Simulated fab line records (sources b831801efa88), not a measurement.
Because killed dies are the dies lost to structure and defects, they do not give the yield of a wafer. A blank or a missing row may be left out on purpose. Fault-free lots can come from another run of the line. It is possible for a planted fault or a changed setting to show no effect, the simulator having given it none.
Which tool is to blame? ; flow gf180mcu ; 33 wafers from 11 lots sampled at 3 of the route's 602 steps

WHAT THE GAUGES READ, wafer by wafer
GF_M4_OVL_MEAS_15.
lot;measured;on;M4_OVL (nm)
L760;day 25 03:29;overlay-01;-7 -7 -6
L764;day 26 17:14;overlay-01;-7 1 4
L765;day 27 04:11;overlay-01;2 3 4
L767;day 27 14:44;overlay-01;2 -2 -5
L768;day 28 00:35;overlay-01;3 -2 2
L769;day 28 06:56;overlay-02;-9 0 -5
L771;day 28 16:29;overlay-02;4 -1 1
L770;day 28 17:53;overlay-02;-14 -8 -10
L775;day 29 20:47;overlay-02;5 0 3
L776;day 30 01:23;overlay-02;-10 0 -8
L778;day 30 13:53;overlay-02;-3 -5 1

TOOL THAT RAN EACH LOT (tool first, then ch and the chambers of the sampled wafers, then the start)
lot;GF_V3_CVD_02;GF_V3_STRIP_18
L760;pecvd-02 ch 0,2, day 23 05:04;plasma asher-01 ch 0,1, day 24 03:57
L764;pecvd-02 ch 1,2, day 24 20:37;plasma asher-02 ch 0,1, day 25 19:24
L765;pecvd-03 ch 0,1,2, day 25 08:14;plasma asher-02 ch 0,1, day 26 06:27
L767;pecvd-02 ch 0,1,2, day 25 20:15;plasma asher-01 ch 0,1, day 26 17:15
L768;pecvd-04 ch 1,2, day 26 05:47;plasma asher-02 ch 0,1, day 27 02:50
L769;pecvd-02 ch 0,1,2, day 26 12:46;plasma asher-03 ch 0,1, day 27 09:42
L771;pecvd-04 ch 0,1,2, day 26 22:22;plasma asher-02 ch 0,1, day 27 19:03
L770;pecvd-03 ch 0,1, day 26 23:55;plasma asher-01 ch 1, day 27 20:36
L775;pecvd-02 ch 0,2, day 28 04:22;plasma asher-01 ch 0,1, day 29 00:41
L776;pecvd-03 ch 0,1,2, day 28 09:07;plasma asher-02 ch 0,1, day 29 04:57
L778;pecvd-04 ch 0,1,2, day 28 23:03;plasma asher-01 ch 0,1, day 29 18:19
- GF_V3_CVD_02: deposits SiO2 from TEOS, target thk 850 nm, time 94.851 s.
- GF_V3_STRIP_18: strips in O2/N2.

THE ANSWER, worked out from the rows above alone
Rule: the lots themselves supply what counts as usual. The widest of any qualifying gaps counts: lots, ordered by their means at a reading, are off when they make up no more than a third of the lots, leave a main group of 4 or more, and stand apart from it by 3 or more times the standard deviation of that group's means. A main group whose means are all the same, to the digits that the tables above print for the reading, isn't used. Also off: a lot with no number at a reading for which 4 or more lots have one. The other lots that the step has rows for count as sound.
Across all readings shown, no lot is off: no conclusion can be drawn from this.

WHAT THE SIMULATOR PUT IN
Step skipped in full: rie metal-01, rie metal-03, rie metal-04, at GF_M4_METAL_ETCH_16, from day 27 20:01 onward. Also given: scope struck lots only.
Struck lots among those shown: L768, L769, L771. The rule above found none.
